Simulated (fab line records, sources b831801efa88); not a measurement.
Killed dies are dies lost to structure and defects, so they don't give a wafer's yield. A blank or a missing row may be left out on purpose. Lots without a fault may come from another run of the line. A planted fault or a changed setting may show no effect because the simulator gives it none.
fab line records | flow gf180mcu
record lots=5 wafers=15 last_day=34
route steps=602 shown DUAL_GATE@154 POLY_GATE@157
lots that met no fault: from a run of the same line without faults
start_h: hours from the record's first day to the start of the lot's first wafer shown | wait_h: hours since the lot's step before | " the same as in the row above | L1.1+2: a row that stands for several wafers | - no value, or no start given | * or withheld: withheld | < > ~ a bound
route shown NAME@n: a module of which the file shows steps, and the number in the route of the first | usual: mean/standard deviation of fault-free wafers | same: alike in all rows | chamber/n: place in a boat | sites: the reading at each site | _std_site: their standard deviation | _edge_site: outer sites' mean less inner sites' | radius_mm: how far each site lies from the wafer's centre | mask NAME#n: copy n | behind: the tool/chamber that last shaped the wafer | hold: why the lot was held/for how many hours/how that ended | device: the transistor (n, p or np) that didn't switch | end of line: the same wafers' tests at the end of the route | a step without rows: its recipe alone | killed: dies lost to structure and defects at the first sort, not the wafer's yield | map: a wafer's dies, x killed, . not, _ none there
set.NAME: the setting as run; set.NAME@STEP: as run at that earlier step | model.NAME: the simulator's own value behind a step, which no gauge read
lots at some steps of the route; a table a step, a row a wafer
services: from which hour (start_h, from the record's first day; less than 0 if before it) a tool's chamber was out of use, for how many hours, and why
## steps
# step GF_DUAL_GATE_STRIP_13
# recipe chemistry=O2/N2 power_w=1400 pressure_mtorr=1500 platen_temp_c=250 o2_flow_sccm=3000 n2_flow_sccm=300 overash_fraction=0.5
# usual chamber_pressure_mTorr=1500.0/1.4 drypump_motor_current_A=6.0/0.53 heater_power_w=361/25 oes_product_au=0.715/0.0041 strip_time_to_endpoint_s=12.63/0.035
# columns lot.wafer tool chamber start_h wait_h chamber_pressure_mTorr drypump_motor_current_A heater_power_w oes_product_au rf_hours_counter_h strip_time_to_endpoint_s
L082.3 plasma_asher-03 1 229.09 0.0 1499.3 6.7 378 0.722 - 12.61
L082.4 " 0 " " 1501.0 6.3 363 0.718 - 12.59
L082.5 " 1 " " 1501.2 6.7 367 0.717 - 12.52
L083.2 plasma_asher-03 1 241.66 0.0 1498.4 6.7 374 0.708 44 12.58
L083.3 " 1 " " 1500.7 6.7 374 0.715 - 12.63
L083.6 " 1 " " 1501.7 6.7 366 0.719 - 12.58
L088.1 plasma_asher-01 1 274.45 0.0 1499.0 5.2 379 0.723 14 12.62
L088.3 " 0 " " 1500.3 5.5 312 0.707 - 12.63
L088.6 " 0 " " 1500.2 5.6 330 0.715 - 12.61
L092.1 plasma_asher-01 1 304.35 0.0 1498.7 5.2 373 0.719 17 12.61
L092.2 " 0 " " 1497.3 5.5 329 0.710 17 12.56
L092.3 " 1 " " 1499.2 5.3 378 0.718 - 12.59
L096.1 plasma_asher-02 1 329.36 0.0 1498.7 5.5 400 0.718 64 12.66
L096.2 " 0 " " 1499.7 5.7 333 0.717 64 12.64
L096.3 " 0 " " 1499.0 5.6 345 0.719 - 12.66
# step GF_DUAL_GATE_CLEAN_14
# recipe chemistry=SC1/SC2 mix=1:4:20 temp_c=70 time_s=150 dry=n2_spin
# same time_s=150
# columns lot.wafer tool chamber start_h wait_h
L082.3+4+5 wet_bench-02 1 229.16 0.0
L083.2+3+6 wet_bench-04 3 241.76 0.1
L088.1+3+6 wet_bench-04 3 274.55 0.1
L092.1+2+3 wet_bench-02 2 304.45 0.1
L096.1+2+3 wet_bench-04 3 329.46 0.1
# step GF_DUAL_GATE_OXIDATION_15
# recipe temp_c=850 ambient=O2 stabilise_s=600 purge_s=300 target_thk_a=70.98 ox_time_s=1995
# usual ox_temp_c_max=855.4/1.3
# same ox_time_s=1995 purge_s=300
# columns lot.wafer tool chamber start_h wait_h ox_temp_c_max
L082.3 furnace-01 0 229.21 0.0 854.0
L082.4 " 0 " " 853.4
L082.5 " 0 " " 855.2
L083.2 furnace-02 0 242.70 0.9 857.9
L083.3 " 0 " " 855.2
L083.6 " 0 " " 856.4
L088.1 furnace-02 0 274.82 0.2 856.3
L088.3 " 0 " " 855.0
L088.6 " 0 " " 856.7
L092.1 furnace-02 0 304.50 0.0 855.1
L092.2 " 0 " " 856.7
L092.3 " 0 " " 855.9
L096.1 furnace-02 0 329.56 0.0 857.0
L096.2 " 0 " " 854.9
L096.3 " 0 " " 857.4
# step GF_POLY_GATE_CVD_00
# recipe material=poly-Si target_thk_nm=200 temp_c=620 time_s=1200 pressure_mtorr=200
# same time_s=1200
# columns lot.wafer tool chamber start_h wait_h
L082.3+4+5 lpcvd-02 0 230.76 0.0
L083.2+3+6 lpcvd-02 1 244.26 0.0
L088.1+3+6 lpcvd-02 0 276.37 0.0
L092.1+2+3 lpcvd-02 0 306.05 0.0
L096.1+2+3 lpcvd-01 0 331.12 0.0
# step GF_POLY_GATE_THK_MEAS_01
# recipe reads=poly-Si_of_POLY_GATE_CVD_00
# usual POLY_GATE_CVD_00_THK=199.9/2
# columns lot.wafer tool chamber start_h wait_h POLY_GATE_CVD_00_THK[nm]
L082.3 film_metro-01 - 232.11 0.0 201.1
L082.4 " - " " 201.2
L082.5 " - " " 200.8
L083.2 film_metro-04 - 246.27 0.0 202.6
L083.3 " - " " 204.3
L083.6 " - " " 203.8
L088.1 film_metro-01 - 277.71 0.0 202.3
L088.3 " - " " 201.6
L088.6 " - " " 201.6
L092.1 film_metro-04 - 307.38 0.0 201.6
L092.2 " - " " 201.2
L092.3 " - " " 200.5
L096.1 film_metro-04 - 332.45 0.0 202.2
L096.2 " - " " 201.8
L096.3 " - " " 202.0
# step GF_POLY_GATE_DEHYDRATE_02
# recipe temp_c=200 time_s=60
# same time_s=60
# columns lot.wafer tool chamber start_h wait_h
L082.3+4+5 litho_track-02 0 241.22 9.1
L083.2+3+6 litho_track-03 0 254.44 8.2
L088.1+3+6 litho_track-03 0 286.97 9.3
L092.1+2+3 litho_track-02 0 316.92 9.5
L096.1+2+3 litho_track-02 0 342.37 9.9
# step GF_POLY_GATE_HMDS_03
# recipe prime_time_s=60 prime_temp_c=120
# columns lot.wafer tool chamber start_h wait_h
L082.3+4+5 litho_track-02 0 241.37 0.1
L083.2+3+6 litho_track-03 0 254.59 0.1
L088.1+3+6 litho_track-03 0 287.12 0.1
L092.1+2+3 litho_track-02 0 317.07 0.1
L096.1+2+3 litho_track-02 0 342.52 0.1
# step GF_POLY_GATE_COAT_04
# recipe resist=BARC temp_c=withheld time_s=withheld spin_rpm=withheld resist_thk_nm=withheld
# columns lot.wafer tool chamber start_h wait_h
L082.3+4+5 litho_track-02 0 241.52 0.1
L083.2+3+6 litho_track-03 0 254.74 0.1
L088.1+3+6 litho_track-03 0 287.27 0.1
L092.1+2+3 litho_track-02 0 317.22 0.1
L096.1+2+3 litho_track-02 0 342.67 0.1
# step GF_POLY_GATE_COAT_05
# recipe resist=KrF spin_rpm=withheld resist_thk_nm=700
# columns lot.wafer tool chamber start_h wait_h
L082.3+4+5 litho_track-02 0 - -
L083.2+3+6 litho_track-03 0 - -
L088.1+3+6 litho_track-03 0 - -
L092.1+2+3 litho_track-02 0 - -
L096.1+2+3 litho_track-02 0 - -
# step GF_POLY_GATE_SOFTBAKE_06
# recipe temp_c=130 time_s=60 resist=KrF
# same time_s=60
# columns lot.wafer tool chamber start_h wait_h
L082.3+4+5 litho_track-02 0 - -
L083.2+3+6 litho_track-03 0 - -
L088.1+3+6 litho_track-03 0 - -
L092.1+2+3 litho_track-02 0 - -
L096.1+2+3 litho_track-02 0 - -
# step GF_POLY_GATE_EXPOSE_07
# recipe mask_id=Poly2 target_cd_nm=280 na=0.68 source_shape=conventional sigma_outer=0.6 dose_mj=28
# usual stage_vel_mm_s=499.97/0.24
# columns lot.wafer tool chamber start_h wait_h mask stage_vel_mm_s
L082.3 krf_scanner-02 0 - - Poly2#0 500.33
L082.4 " 0 " " Poly2#0 499.69
L082.5 " 0 " " Poly2#0 499.70
L083.2 krf_scanner-02 0 - - Poly2#0 500.16
L083.3 " 0 " " Poly2#0 500.24
L083.6 " 0 " " Poly2#0 499.71
L088.1 krf_scanner-02 0 - - Poly2#0 500.06
L088.3 " 0 " " Poly2#0 499.99
L088.6 " 0 " " Poly2#0 500.09
L092.1 krf_scanner-02 0 - - Poly2#0 500.00
L092.2 " 0 " " Poly2#0 499.98
L092.3 " 0 " " Poly2#0 499.92
L096.1 krf_scanner-02 0 - - Poly2#0 499.92
L096.2 " 0 " " Poly2#0 500.11
L096.3 " 0 " " Poly2#0 500.00
## services
# columns tool chamber start_h hours kind
furnace-02 - 205.78 3.8 pm
krf_scanner-02 - 217.79 1.8 repair
furnace-02 - 237.91 3.4 pm
plasma_asher-01 - 244.51 28.1 pm
plasma_asher-02 - 246.14 0.7 repair
krf_scanner-02 - 248.59 0.8 pm
lpcvd-02 - 257.41 4.3 repair
krf_scanner-02 0 261.02 - calibration
furnace-01 - 273.88 2.5 pm
krf_scanner-02 - 281.83 3.6 pm
furnace-02 - 286.51 4.7 pm
plasma_asher-03 - 291.89 1.6 repair
krf_scanner-02 - 294.73 0.3 repair
lpcvd-01 - 312.52 5.6 repair
krf_scanner-02 - 316.03 1.4 repair
furnace-01 - 323.26 4.0 pm
krf_scanner-02 - 340.17 1.3 pm
## key
fault none
